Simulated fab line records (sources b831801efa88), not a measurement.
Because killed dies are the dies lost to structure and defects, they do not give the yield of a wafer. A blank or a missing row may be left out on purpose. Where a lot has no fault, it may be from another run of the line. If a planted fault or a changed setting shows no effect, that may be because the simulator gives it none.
Chamber matching / flow gf180mcu / 4 sister chambers for GF_V1_CMP_26 on cmp-02
The step polishes, stops on SiO2, t overpolish 15 s, target thk 0 nm. 4 wafers are shown with their chamber, then 7 later ones without.

== WAFERS WITH THEIR CHAMBER ==
wafer=L859.1; chamber=0; motorCurrentA (A)=11.5
wafer=L859.4; chamber=1; motorCurrentA (A)=11.0
wafer=L861.2; chamber=3; motorCurrentA (A)=11.4
wafer=L861.4; chamber=2; motorCurrentA (A)=10.2

== WAFERS WHOSE CHAMBER IS MISSING ==
wafer=L861.6; motorCurrentA (A)=9.7
wafer=L865.1; motorCurrentA (A)=10.3
wafer=L865.2; motorCurrentA (A)=12.8
wafer=L865.3; motorCurrentA (A)=11.1
wafer=L866.1; motorCurrentA (A)=10.9
wafer=L866.4; motorCurrentA (A)=10.0
wafer=L866.5; motorCurrentA (A)=9.4

== CHAMBER TAKEN BY EACH ==
wafer=L861.6; from the rows above=can't be placed: 2 or 1 or 3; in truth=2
wafer=L865.1; from the rows above=can't be placed: 2 or 1 or 3 or 0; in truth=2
wafer=L865.2; from the rows above=can't be placed: 0 or 3 or 1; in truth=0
wafer=L865.3; from the rows above=can't be placed: 1 or 3 or 0 or 2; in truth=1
wafer=L866.1; from the rows above=can't be placed: 1 or 3 or 0 or 2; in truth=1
wafer=L866.4; from the rows above=can't be placed: 2 or 1 or 3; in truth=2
wafer=L866.5; from the rows above=can't be placed: 2 or 1 or 3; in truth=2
Placed correctly: 0 of 7. From these rows, 7 cannot be placed; in 7 the true chamber is one of the candidates. Wrongly placed: 0.
How it was worked out, from the rows above alone: a wafer's distance from a chamber is the root of the sum, over the readings, of the square of ((its reading less the chamber's mean) divided by the reading's scatter). The wafer belongs to the nearest chamber; if the next one is less than 2 further off, it can't be placed. The mean given for a chamber averages the wafers shown for that chamber. The scatter (one wafer shown for each chamber): square how far every hidden wafer sits from the nearest shown wafer, average those squares and take the square root.
